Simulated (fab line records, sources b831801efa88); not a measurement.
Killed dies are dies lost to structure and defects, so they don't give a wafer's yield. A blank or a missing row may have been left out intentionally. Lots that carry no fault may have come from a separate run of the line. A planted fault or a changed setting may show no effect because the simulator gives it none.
A lot that was struck, set against a sound lot ; flow sky130 ; 34 out of 708 route steps
Sound: the wafers L188.1, L188.2, L188.6. The struck wafers were L198.1, L198.5, L198.6. The cause is named last.
Order at every step that has rows: each side's tool, ch and its chambers, its first start. Under that, the readings that differ: sound wafers ; struck wafers ; difference of the means ; sigmas: that difference in standard deviations of wafers without a fault.
alike: words and numbers the same on both sides, and readings whose means are apart by under 2 such deviations; not compared: readings that were withheld, readings missing a value for some wafer, numbers with overlapping values and no deviation given by the record, and bounds like >300 which may hide the same value.
Wherever a step has rows on one side only, a row that says differs or no value, or a row with sigmas, the two part there. Numbers that have no deviation but don't overlap get no sigmas and don't part them. A reading that every wafer of one side lacks parts them only if that side has two wafers or more.

first, 9 steps without rows for these wafers: SKY_METAL3_DESCUM_15 (chemistry O2, time 8 s); SKY_METAL3_ETCH_16 (etches BARC in N2/H2, stops on SiO2, time 88.2 s, target depth 60 nm); SKY_METAL3_ETCH_17 (etches SiO2 in C4F8/O2/Ar, stops on TiN, time 3.9 s, target depth 15 nm); SKY_METAL3_METAL_ETCH_18 (etches the open film in Cl2/BCl3, stops on SiO2, target depth 845 nm, time 183.1 s); SKY_METAL3_STRIP_19 (strips in O2/N2); SKY_METAL3_STRIP_20 (strips in post etch residue remover, time 1200 s); SKY_METAL3_CLEAN_21 (cleans in IPA, time 180 s); SKY_METAL3_CLEAN_22 (cleans in O3/DIW); SKY_VIA3_HDPCVD_00 (deposits SiO2, target thk 1635 nm, time 272.5 s).
SKY_VIA3_CMP_02: polishes SiO2.
  sound on cmp-01 ch 1,2,3, day 38 16:28; struck on cmp-01 ch 0,1, day 42 00:47
  alike: motor current A
then, 23 steps without rows for these wafers: SKY_VIA3_DEHYDRATE_04 (time 60 s); SKY_VIA3_HMDS_05 (prime time 60 s); SKY_VIA3_COAT_06 (resist thk 60 nm); SKY_VIA3_COAT_07 (resist thk 450 nm); SKY_VIA3_SOFTBAKE_08 (time 90 s); SKY_VIA3_EXPOSE_09 (exposes mask VIM3, target cd 200 nm); SKY_VIA3_PEB_10; SKY_VIA3_DEVELOP_11 (develop time 60 s); SKY_VIA3_ETCH_14 (etches BARC in N2/H2, stops on SiO2, time 45.9 s, target depth 60 nm); SKY_VIA3_ETCH_15 (etches SiO2 in C4F8/O2/Ar, stops on TiN, target depth 507 nm, time 78 s); SKY_VIA3_STRIP_16 (strips in O2/N2); SKY_VIA3_STRIP_17 (strips in post etch residue remover, time 1200 s); SKY_VIA3_CLEAN_18 (cleans in IPA, time 180 s); SKY_VIA3_CLEAN_19 (cleans in O3/DIW); SKY_VIA3_SPUTTER_20 (material TiN, target thk 20 nm, time 80 s); SKY_VIA3_CVD_21 (deposits W, target thk 390 nm, time 117.31 s); SKY_VIA3_CMP_24 (polishes, stops on SiO2, t overpolish 20 s, target thk 0 nm); SKY_METAL4_SPUTTER_00 (material Ti, target thk 15 nm, time 10 s); SKY_METAL4_SPUTTER_01 (material TiN, target thk 20 nm, time 16.7 s); SKY_METAL4_SPUTTER_02 (material AlCu, target thk 735 nm, time 39.1 s); SKY_METAL4_SPUTTER_03 (material Ti, target thk 5 nm, time 3.3 s); SKY_METAL4_SPUTTER_04 (material TiN, target thk 70 nm, time 58.3 s); SKY_CAP2M_CVD_00 (deposits SiO2, target thk 15.5 nm).
-- the record jumps here: 6 days lie between the struck wafers' starts before and after (it left off in module CAP2M and takes up again in module PAD_OPEN, whose first step shown is number 708 of the route) --
SKY_PAD_OPEN_PROBE_99:
  sound on prober-02, day 45 21:33; struck on prober-01, day 48 11:10
reading;sound;struck;difference;sigmas
defect limited yield (%);83.5 85.2 80.9;63.2 64.4 61.4;-20.2;-10
killed_at_M0_to_M3;48 35 49;139 134 144;+95;+13
killed dies;81 73 94;181 175 190;+99;+10
killed on rim;20 16 15;37 39 39;+21;+6
sort_bin_3_pad_short (%);0.2 0.6 1.8;1.8 3.0 2.6;+1.6;+4
sort_bin_5_function (%);11.2 7.9 10.8;22.6 21.5 25.0;+13.1;+9
sort_bin_6_memory (%);5.1 6.3 6.5;12.4 11.0 11.0;+5.5;+5
sort n pass;411 419 398;311 317 302;-99;-10
sort yield pct (%);83.5 85.2 80.9;63.2 64.4 61.4;-20.2;-10
model.etest.tester.sort n pass;411 419 398;311 317 302;-99;
model.etest.tester.sort yield pct (%);83.54 85.16 80.89;63.21 64.43 61.38;-20.19;
model.etest.tester.sort_bin_5_pct (%);11.18 7.927 10.77;22.56 21.54 25;+13.07;
model.etest.tester.sort_bin_6_pct (%);5.081 6.301 6.504;12.4 10.98 10.98;+5.5;
  alike: killed_at_M4_up, killed at contacts, killed at front end, killed at other, killed open, killed short
  not compared: model.etest.tester.sort_bin_3_pct

## WHERE THEY PART
Only at SKY_PAD_OPEN_PROBE_99, within this record.

WHY: what the simulator had put in
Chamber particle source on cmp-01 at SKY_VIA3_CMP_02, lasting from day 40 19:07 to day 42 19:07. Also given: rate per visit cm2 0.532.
